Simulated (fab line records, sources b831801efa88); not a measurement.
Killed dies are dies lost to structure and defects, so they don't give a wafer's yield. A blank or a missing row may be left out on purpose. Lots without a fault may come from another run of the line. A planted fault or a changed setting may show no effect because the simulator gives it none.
fab line records | flow sky130
record lots=6 wafers=18 last_day=50
route steps=708 shown LOCAL_INTERCONNECT@390 PAD_OPEN@708
lots that met no fault: from a run of the same line without faults
start_h: hours from the record's first day to the start of the lot's first wafer shown | wait_h: hours since the lot's step before | " the same as in the row above | L1.1+2: a row that stands for several wafers | - no value, or no start given | * or withheld: withheld | < > ~ a bound
route shown NAME@n: a module of which the file shows steps, and the number in the route of the first | usual: mean/standard deviation of fault-free wafers | same: alike in all rows | chamber/n: place in a boat | sites: the reading at each site | _std_site: their standard deviation | _edge_site: outer sites' mean less inner sites' | radius_mm: how far each site lies from the wafer's centre | mask NAME#n: copy n | behind: the tool/chamber that last shaped the wafer | hold: why the lot was held/for how many hours/how that ended | device: the transistor (n, p or np) that didn't switch | end of line: the same wafers' tests at the end of the route | a step without rows: its recipe alone | killed: dies lost to structure and defects at the first sort, not the wafer's yield | map: a wafer's dies, x killed, . not, _ none there
set.NAME: the setting as run; set.NAME@STEP: as run at that earlier step | model.NAME: the simulator's own value behind a step, which no gauge read
lots at some steps of the route; a table a step, a row a wafer
services: from which hour (start_h, from the record's first day; less than 0 if before it) a tool's chamber was out of use, for how many hours, and why
## steps
# step SKY_LOCAL_INTERCONNECT_DEHYDRATE_03
# recipe temp_c=200 time_s=60
# step SKY_LOCAL_INTERCONNECT_HMDS_04
# recipe prime_time_s=60 prime_temp_c=120
# step SKY_LOCAL_INTERCONNECT_COAT_05
# recipe resist=BARC temp_c=withheld time_s=withheld spin_rpm=3000 resist_thk_nm=60
# step SKY_LOCAL_INTERCONNECT_COAT_06
# recipe resist=KrF-thick spin_rpm=3000 resist_thk_nm=450
# step SKY_LOCAL_INTERCONNECT_SOFTBAKE_07
# recipe temp_c=100 time_s=90 resist=KrF-thick
# step SKY_LOCAL_INTERCONNECT_EXPOSE_08
# recipe mask_id=LI1M na=0.8 source_shape=annular sigma_inner=0.55 sigma_outer=0.85 target_cd_nm=170 dose_mj=28
# step SKY_LOCAL_INTERCONNECT_PEB_09
# recipe peb_temp_c=withheld peb_time_s=withheld resist=KrF-thick
# step SKY_LOCAL_INTERCONNECT_DEVELOP_10
# recipe develop_time_s=60 resist=KrF-thick dev_temp_c=21
# step SKY_LOCAL_INTERCONNECT_CD_MEAS_11
# recipe target_cd_nm=170
# usual cd_nm=170.2/1.8
# columns lot.wafer tool chamber start_h wait_h cd_nm
L255.2 cd_sem-02 - 725.14 - 170.4
L255.5 " - " " 170.9
L255.6 " - " " 170.4
L265.1 cd_sem-01 - 816.07 - 172.9
L265.2 " - " " 173.0
L265.5 " - " " 171.8
L266.2 cd_sem-01 - 816.74 - 166.5
L266.4 " - " " 167.6
L266.5 " - " " 167.5
L269.4 cd_sem-02 - 836.49 - 169.0
L269.5 " - " " 171.7
L269.6 " - " " 171.2
L276.1 cd_sem-01 - 880.93 - 167.6
L276.2 " - " " 167.8
L276.5 " - " " 167.0
L275.2 cd_sem-01 - 882.04 - 169.9
L275.3 " - " " 171.1
L275.4 " - " " 167.7
# step SKY_LOCAL_INTERCONNECT_OVL_MEAS_12
# usual LOCAL_INTERCONNECT_OVL=1/5.1
# columns lot.wafer tool chamber start_h wait_h LOCAL_INTERCONNECT_OVL[nm]
L255.2 overlay-02 - 725.24 0.1 2
L255.5 " - " " -4
L255.6 " - " " 7
L265.1 overlay-02 - 816.19 0.1 15
L265.2 " - " " 6
L265.5 " - " " 2
L266.2 overlay-01 - 816.84 0.1 9
L266.4 " - " " 15
L266.5 " - " " -3
L269.4 overlay-02 - 836.57 0.1 -1
L269.5 " - " " -3
L269.6 " - " " 3
L276.1 overlay-01 - 881.05 0.1 -1
L276.2 " - " " 5
L276.5 " - " " -4
L275.2 overlay-02 - 882.15 0.1 5
L275.3 " - " " -4
L275.4 " - " " -3
# step SKY_LOCAL_INTERCONNECT_ETCH_13
# recipe chemistry=N2/H2 target=BARC ion_energy_ev=200 bias_w=100 pressure_mtorr=30 n2_flow_sccm=100 h2_flow_sccm=200 icp_w=500 stop_on=SiO2 time_s=45.9 target_depth_a=600
# usual drypump_motor_current_A=5.8/0.42 n2_flow_sccm=99.99/0.29 oes_product_au=0.854/0.0044 throttle_valve_pct=13.225/0.0092
# columns lot.wafer tool chamber start_h wait_h drypump_motor_current_A n2_flow_sccm oes_product_au rf_hours_counter_h throttle_valve_pct
L255.2 rie_metal-01 0 725.30 0.0 6.2 100.37 0.851 - 13.210
L255.5 " 0 " " 6.2 100.47 0.848 - 13.232
L255.6 " 0 " " 6.2 100.43 0.859 - 13.213
L265.1 rie_metal-01 0 816.22 0.0 6.2 100.59 0.859 3 13.235
L265.2 " 1 " " 5.4 99.58 0.851 2 13.225
L265.5 " 0 " " 6.2 100.40 0.857 - 13.225
L266.2 rie_metal-02 1 816.87 0.0 6.3 99.15 0.860 14 13.222
L266.4 " 0 " " 5.5 99.96 0.863 - 13.219
L266.5 " 1 " " 6.3 99.82 0.848 - 13.215
L269.4 rie_metal-01 0 836.60 0.0 6.2 99.95 0.845 - 13.228
L269.5 " 1 " " 5.4 100.06 0.856 - 13.215
L269.6 " 0 " " 6.2 100.58 0.852 - 13.214
L276.1 rie_metal-03 1 881.09 0.0 5.5 99.62 0.859 18 13.230
L276.2 " 0 " " 6.3 99.46 0.854 12 13.246
L276.5 " 1 " " 5.5 100.28 0.862 - 13.229
L275.2 rie_metal-01 0 882.20 0.0 6.2 99.99 0.857 - 13.230
L275.3 " 0 " " 6.2 99.41 0.848 - 13.221
L275.4 " 0 " " 6.2 100.33 0.853 - 13.230
# step SKY_LOCAL_INTERCONNECT_METAL_ETCH_14
# recipe target_depth_nm=110 stop_on=PSG chemistry=Cl2/BCl3 target=TiN resist_sidewall_deg=88 pressure_mtorr=10 icp_w=900 bias_w=48.5 Cl2_flow_sccm=60 bcl3_flow_sccm=30 time_s=31.4
# usual drypump_motor_current_A=5.8/0.41 oes_product_au=0.941/0.0077 throttle_valve_pct=21.902/0.01
# columns lot.wafer tool chamber start_h wait_h drypump_motor_current_A oes_product_au rf_hours_counter_h throttle_valve_pct
L255.2 rie_metal-01 0 725.42 0.1 6.2 0.938 - 21.913
L255.5 " 0 " " 6.2 0.943 - 21.888
L255.6 " 0 " " 6.2 0.953 - 21.886
L265.1 rie_metal-01 0 816.29 0.0 6.2 0.942 3 21.888
L265.2 " 1 " " 5.4 0.937 2 21.913
L265.5 " 0 " " 6.2 0.928 - 21.916
L266.2 rie_metal-02 1 816.96 0.1 6.3 0.934 14 21.910
L266.4 " 0 " " 5.5 0.935 - 21.913
L266.5 " 1 " " 6.3 0.931 - 21.921
L269.4 rie_metal-01 0 836.66 0.0 6.2 0.941 - 21.891
L269.5 " 1 " " 5.4 0.942 - 21.904
L269.6 " 0 " " 6.2 0.940 - 21.905
L276.1 rie_metal-03 1 881.15 0.0 5.5 0.950 18 21.889
L276.2 " 0 " " 6.2 0.929 12 21.894
L276.5 " 1 " " 5.4 0.937 - 21.900
L275.2 rie_metal-01 0 882.32 0.1 6.2 0.934 - 21.914
L275.3 " 0 " " 6.2 0.937 - 21.911
L275.4 " 0 " " 6.2 0.928 - 21.904
# step SKY_LOCAL_INTERCONNECT_STRIP_15
# recipe chemistry=O2/N2 power_w=1400 pressure_mtorr=1500 platen_temp_c=withheld o2_flow_sccm=3000 n2_flow_sccm=300 overash_fraction=0.5
# usual chamber_pressure_mTorr=1499.9/1.4 drypump_motor_current_A=5.7/0.53 n2_flow_sccm=300.0/0.88 oes_product_au=0.427/0.0049 strip_time_to_endpoint_s=4.719/0.022
# columns lot.wafer tool chamber start_h wait_h chamber_pressure_mTorr drypump_motor_current_A n2_flow_sccm oes_product_au rf_hours_counter_h strip_time_to_endpoint_s model.KrF-thick_of_LOCAL_INTERCONNECT_COAT_06.thk_nm
L255.2 plasma_asher-04 0 725.50 0.1 1501.5 5.3 299.6 0.426 99 4.685 0
L255.5 " 1 " " 1500.9 6.4 299.1 0.429 - 4.697 0
L255.6 " 0 " " 1499.6 5.3 300.6 0.422 - 4.698 0
L265.1 plasma_asher-02 1 816.34 0.0 - - - - - - 348.6
L265.2 " 0 " " - - - - - - 349.7
L265.5 " 0 " " - - - - - - 349.3
L266.2 plasma_asher-02 0 817.03 0.0 - - - - - - 352.1
L266.4 " 0 " " - - - - - - 350
L266.5 " 1 " " - - - - - - 351.9
L269.4 plasma_asher-03 0 836.73 0.1 1498.3 5.6 300.2 0.436 - 4.732 0
L269.5 " 0 " " 1500.0 5.6 299.6 0.429 - 4.737 0
L269.6 " 1 " " 1499.8 5.1 299.3 0.432 - 4.701 0
L276.1 plasma_asher-04 1 881.20 0.0 1500.8 6.4 298.9 0.427 14 4.746 0
L276.2 " 0 " " 1499.7 5.3 300.6 0.426 14 4.744 0
L276.5 " 1 " " 1500.9 6.4 300.3 0.429 - 4.741 0
L275.2 plasma_asher-02 0 882.40 0.1 1498.3 5.3 299.7 0.437 109 4.695 0
L275.3 " 0 " " 1500.6 5.3 300.0 0.426 - 4.704 0
L275.4 " 1 " " 1499.8 6.4 299.6 0.422 - 4.706 0
# step SKY_LOCAL_INTERCONNECT_STRIP_16
# recipe chemistry=post_etch_residue_remover time_s=1200 temp_c=72.5
# step SKY_PAD_OPEN_PROBE_99
# usual killed_at_M0_to_M3=43/7.1 killed_at_M4_up=3.2/1.7 killed_at_contacts=24/5.6 killed_at_front_end=16/5 killed_at_other=0.4/0.68 killed_dies=86/9.3 killed_on_rim=17/3.8 killed_open=47/7.1 killed_short=39/5.7
# same gross_dies=492 killed_at_back_side=0
# columns lot.wafer tool chamber start_h wait_h killed_at_M0_to_M3 killed_at_M4_up killed_at_contacts killed_at_front_end killed_at_other killed_dies killed_on_rim killed_open killed_short
L255.2 prober-01 - 1090.67 0.1 42 3 31 28 0 104 21 62 42
L255.5 prober-01 - 1090.82 0.2 35 3 18 16 0 72 18 47 25
L255.6 prober-01 - 1090.87 0.2 50 3 25 23 0 101 19 52 48
L265.1 prober-01 - 1154.29 0.1 38 8 436 10 0 492 96 34 39
L265.2 prober-01 - 1154.34 0.1 39 5 431 17 0 492 96 49 49
L265.5 prober-01 - 1154.49 0.2 55 2 422 13 0 492 96 62 43
L266.2 prober-02 - 1155.68 0.1 54 1 417 19 1 492 96 62 30
L266.4 prober-02 - 1155.78 0.2 38 1 436 17 0 492 96 49 40
L266.5 prober-02 - 1155.83 0.2 43 1 435 13 0 492 96 46 27
L269.4 prober-02 - 1169.24 0.2 49 4 25 20 0 98 20 48 50
L269.5 prober-02 - 1169.29 0.2 50 2 27 13 0 92 19 57 35
L269.6 prober-02 - 1169.34 0.2 47 2 23 18 0 90 22 49 41
L276.1 prober-01 - 1198.94 0.1 32 8 26 12 1 79 18 37 42
L276.2 prober-01 - 1198.99 0.1 52 3 29 17 0 101 21 53 48
L276.5 prober-01 - 1199.14 0.2 37 5 25 18 0 85 16 51 34
L275.2 prober-02 - 1201.87 0.1 49 2 17 11 0 79 21 41 38
L275.3 prober-02 - 1201.92 0.2 36 4 19 13 0 72 14 41 31
L275.4 prober-02 - 1201.97 0.2 34 3 25 18 3 83 16 45 36
# killed by level:class
L255.2 CONTACT:geometric_particle:open=12 VIA1:geometric_particle:open=11 VIA2:geometric_particle:open=9 POLY_GATE:geometric_particle:open=7 FIELD_ISO:geometric_particle:open=6 VIA3:geometric_particle:open=6 POLY_GATE:geometric_particle:short=5 LI_CONTACT:geometric_particle:short=5
L255.5 VIA1:geometric_particle:open=12 CONTACT:geometric_particle:open=9 POLY_GATE:geometric_particle:short=5 POLY_GATE:geometric_particle:open=5 LI_CONTACT:geometric_particle:open=5 VIA2:geometric_particle:open=5 VIA3:geometric_particle:open=4 FIELD_ISO:geometric_particle:open=3
L255.6 VIA2:geometric_particle:open=15 VIA1:geometric_particle:open=9 CONTACT:geometric_particle:open=7 FIELD_ISO:geometric_particle:open=6 CONTACT:geometric_particle:short=6 POLY_GATE:geometric_particle:short=6 VIA3:geometric_particle:open=6 FIELD_ISO:geometric_particle:short=5
L265.1 CONTACT:area_cvd=419 CONTACT:geometric_particle:open=6 METAL1:geometric_particle:short=6 VIA1:geometric_particle:short=5 METAL2:geometric_particle:short=5 VIA2:geometric_particle:open=5 POLY_GATE:geometric_particle:open=4 CONTACT:geometric_particle:short=4
L265.2 CONTACT:area_cvd=394 CONTACT:geometric_particle:open=11 LOCAL_INTERCONNECT:geometric_particle:short=10 VIA1:geometric_particle:open=9 LI_CONTACT:geometric_particle:open=8 VIA2:geometric_particle:open=7 FIELD_ISO:geometric_particle:open=5 CONTACT:geometric_particle:short=5
L265.5 CONTACT:area_cvd=386 CONTACT:geometric_particle:open=17 VIA1:geometric_particle:open=12 METAL1:geometric_particle:short=9 VIA3:geometric_particle:open=9 CONTACT:geometric_particle:short=6 METAL2:geometric_particle:short=6 POLY_GATE:geometric_particle:open=5
L266.2 CONTACT:area_cvd=399 VIA1:geometric_particle:open=21 CONTACT:geometric_particle:open=8 VIA3:geometric_particle:open=7 POLY_GATE:geometric_particle:open=6 LI_CONTACT:geometric_particle:open=6 VIA1:geometric_particle:short=6 VIA3:geometric_particle:short=5
L266.4 CONTACT:area_cvd=403 CONTACT:geometric_particle:open=16 VIA1:geometric_particle:open=11 VIA3:geometric_particle:short=7 LI_CONTACT:geometric_particle:open=6 FIELD_ISO:geometric_particle:open=5 CONTACT:geometric_particle:short=4 LOCAL_INTERCONNECT:geometric_particle:short=4
L266.5 CONTACT:area_cvd=419 VIA1:geometric_particle:open=9 METAL1:geometric_particle:short=7 VIA3:geometric_particle:open=7 POLY_GATE:geometric_particle:open=6 LI_CONTACT:geometric_particle:open=6 CONTACT:geometric_particle:open=5 VIA1:geometric_particle:short=4
L269.4 VIA1:geometric_particle:open=15 CONTACT:geometric_particle:open=8 METAL1:geometric_particle:short=8 VIA1:geometric_particle:short=8 FIELD_ISO:geometric_particle:short=7 CONTACT:geometric_particle:short=5 LI_CONTACT:geometric_particle:open=5 VIA2:geometric_particle:open=5
L269.5 CONTACT:geometric_particle:open=11 VIA2:geometric_particle:open=10 VIA3:geometric_particle:open=9 LI_CONTACT:geometric_particle:open=7 METAL1:geometric_particle:short=7 LOCAL_INTERCONNECT:geometric_particle:short=5 VIA1:geometric_particle:short=5 VIA1:geometric_particle:open=5
L269.6 LI_CONTACT:geometric_particle:open=8 VIA1:geometric_particle:open=8 VIA2:geometric_particle:short=7 POLY_GATE:geometric_particle:open=6 POLY_GATE:geometric_particle:short=6 CONTACT:geometric_particle:short=6 CONTACT:geometric_particle:open=6 VIA1:geometric_particle:short=6
L276.1 CONTACT:geometric_particle:open=7 METAL1:geometric_particle:short=6 FIELD_ISO:geometric_particle:open=5 LI_CONTACT:geometric_particle:open=5 LOCAL_INTERCONNECT:geometric_particle:short=5 VIA1:geometric_particle:open=5 METAL2:geometric_particle:short=5 VIA2:geometric_particle:open=5
L276.2 VIA1:geometric_particle:open=12 METAL2:geometric_particle:short=8 LI_CONTACT:geometric_particle:open=7 CONTACT:geometric_particle:open=7 VIA1:geometric_particle:short=6 VIA2:geometric_particle:open=6 FIELD_ISO:geometric_particle:short=5 CONTACT:geometric_particle:short=5
L276.5 LI_CONTACT:geometric_particle:open=14 VIA1:geometric_particle:open=14 FIELD_ISO:geometric_particle:short=6 VIA2:geometric_particle:open=6 METAL3:geometric_particle:short=6 METAL4:geometric_particle:short=5 LI_CONTACT:geometric_particle:short=4 VIA3:geometric_particle:open=4
L275.2 VIA1:geometric_particle:open=13 VIA3:geometric_particle:open=10 CONTACT:geometric_particle:open=6 METAL2:geometric_particle:short=5 LOCAL_INTERCONNECT:geometric_particle:short=4 CONTACT:geometric_particle:short=4 VIA2:geometric_particle:short=4 VIA3:geometric_particle:short=4
L275.3 CONTACT:geometric_particle:open=11 VIA3:geometric_particle:open=8 FIELD_ISO:geometric_particle:short=6 LI_CONTACT:geometric_particle:open=5 VIA1:geometric_particle:open=5 VIA2:geometric_particle:short=5 METAL3:geometric_particle:short=4 METAL4:geometric_particle:short=4
L275.4 FIELD_ISO:geometric_particle:short=8 VIA1:geometric_particle:open=7 CONTACT:geometric_particle:open=7 VIA2:geometric_particle:open=7 LI_CONTACT:geometric_particle:open=6 VIA3:geometric_particle:open=6 LOCAL_INTERCONNECT:geometric_particle:short=4 CONTACT:geometric_particle:short=4
# map L265.1 (x killed, . not)
__________xxxxxxxxxx_________
________xxxxxxxxxxxxxx_______
______xxxxxxxxxxxxxxxxxx_____
_____xxxxxxxxxxxxxxxxxxxx____
____xxxxxxxxxxxxxxxxxxxxxx___
___xxxxxxxxxxxxxxxxxxxxxxxx__
__xxxxxxxxxxxxxxxxxxxxxxxxxx_
_xxxxxxxxxxxxxxxxxxxxxxxxxxxx
_xxxxxxxxxxxxxxxxxxxxxxxxxxxx
_xxxxxxxxxxxxxxxxxxxxxxxxxxxx
_xxxxxxxxxxxxxxxxxxxxxxxxxxxx
_xxxxxxxxxxxxxxxxxxxxxxxxxxxx
_xxxxxxxxxxxxxxxxxxxxxxxxxxxx
_xxxxxxxxxxxxxxxxxxxxxxxxxxxx
_xxxxxxxxxxxxxxxxxxxxxxxxxxxx
__xxxxxxxxxxxxxxxxxxxxxxxxxx_
___xxxxxxxxxxxxxxxxxxxxxxxx__
____xxxxxxxxxxxxxxxxxxxxxx___
_____xxxxxxxxxxxxxxxxxxxx____
______xxxxxxxxxxxxxxxxxx_____
________xxxxxxxxxxxxxx_______
__________xxxxxxxxxx_________
# map L266.2 (x killed, . not)
__________xxxxxxxxxx_________
________xxxxxxxxxxxxxx_______
______xxxxxxxxxxxxxxxxxx_____
_____xxxxxxxxxxxxxxxxxxxx____
____xxxxxxxxxxxxxxxxxxxxxx___
___xxxxxxxxxxxxxxxxxxxxxxxx__
__xxxxxxxxxxxxxxxxxxxxxxxxxx_
_xxxxxxxxxxxxxxxxxxxxxxxxxxxx
_xxxxxxxxxxxxxxxxxxxxxxxxxxxx
_xxxxxxxxxxxxxxxxxxxxxxxxxxxx
_xxxxxxxxxxxxxxxxxxxxxxxxxxxx
_xxxxxxxxxxxxxxxxxxxxxxxxxxxx
_xxxxxxxxxxxxxxxxxxxxxxxxxxxx
_xxxxxxxxxxxxxxxxxxxxxxxxxxxx
_xxxxxxxxxxxxxxxxxxxxxxxxxxxx
__xxxxxxxxxxxxxxxxxxxxxxxxxx_
___xxxxxxxxxxxxxxxxxxxxxxxx__
____xxxxxxxxxxxxxxxxxxxxxx___
_____xxxxxxxxxxxxxxxxxxxx____
______xxxxxxxxxxxxxxxxxx_____
________xxxxxxxxxxxxxx_______
__________xxxxxxxxxx_________
## services
# columns tool chamber start_h hours kind
rie_metal-01 1 719.13 - clean
rie_metal-01 1 719.13 17.7 scheduled_down
rie_metal-01 1 719.13 17.7 vent_cycle
rie_metal-02 0 725.83 23.5 repair
plasma_asher-04 - 733.75 9.0 pm
plasma_asher-04 0 733.75 9.0 vent_cycle
plasma_asher-04 1 733.75 9.0 vent_cycle
rie_metal-02 - 735.20 0.4 repair
rie_metal-01 - 739.80 4.3 pm
plasma_asher-04 - 742.75 2.8 pm
plasma_asher-04 0 742.75 - clean
plasma_asher-04 1 742.75 - clean
plasma_asher-02 - 797.85 5.8 repair
rie_metal-01 1 806.30 1.3 repair
rie_metal-03 - 829.06 1.4 pm
rie_metal-03 - 830.50 14.6 pm
rie_metal-02 1 835.94 - clean
rie_metal-02 1 835.94 18.1 scheduled_down
rie_metal-02 1 835.94 18.1 vent_cycle
plasma_asher-03 - 840.00 4.4 repair
plasma_asher-04 - 841.65 2.1 repair
rie_metal-01 1 868.88 22.1 repair
plasma_asher-03 - 880.70 2.3 repair
## key
first_sign step=SKY_LOCAL_INTERCONNECT_STRIP_15 reading=tool_record direction=missing
effect step=SKY_PAD_OPEN_PROBE_99 reading=killed_at_contacts direction=up sigmas=72 usual=24 struck=430
model_effect step=SKY_LOCAL_INTERCONNECT_STRIP_15 value=KrF-thick_of_LOCAL_INTERCONNECT_COAT_06.thk_nm without=0 struck=350.3
more_kills_born_at SKY_CONTACT_CVD_00@pecvd-03=1221 SKY_CONTACT_CVD_00@pecvd-04=1199
met_at SKY_LOCAL_INTERCONNECT_STRIP_15
struck_wafers L265.1,L265.2,L265.5,L266.2,L266.4,L266.5
later_rows_left_out L265.1,L265.2,L265.5,L266.2,L266.4,L266.5
tester_left_out L265,L266
fault kind=skipped_step_whole tool=plasma_asher-02 chamber=- onset_h=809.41 steps=SKY_LOCAL_INTERCONNECT_STRIP_15 scope=struck_lots_only
# tester_left_out: of these lots the tester's yield and bins aren't shown, on N5 and GAA mostly nor the transistor test; their killed dies are dies lost to structure and defects alone, not to doping, threshold or leakage, so they don't give the yield
# later_rows_left_out: the simulator's readings of these wafers behind a module that went badly wrong aren't trusted and aren't shown, but for the sort
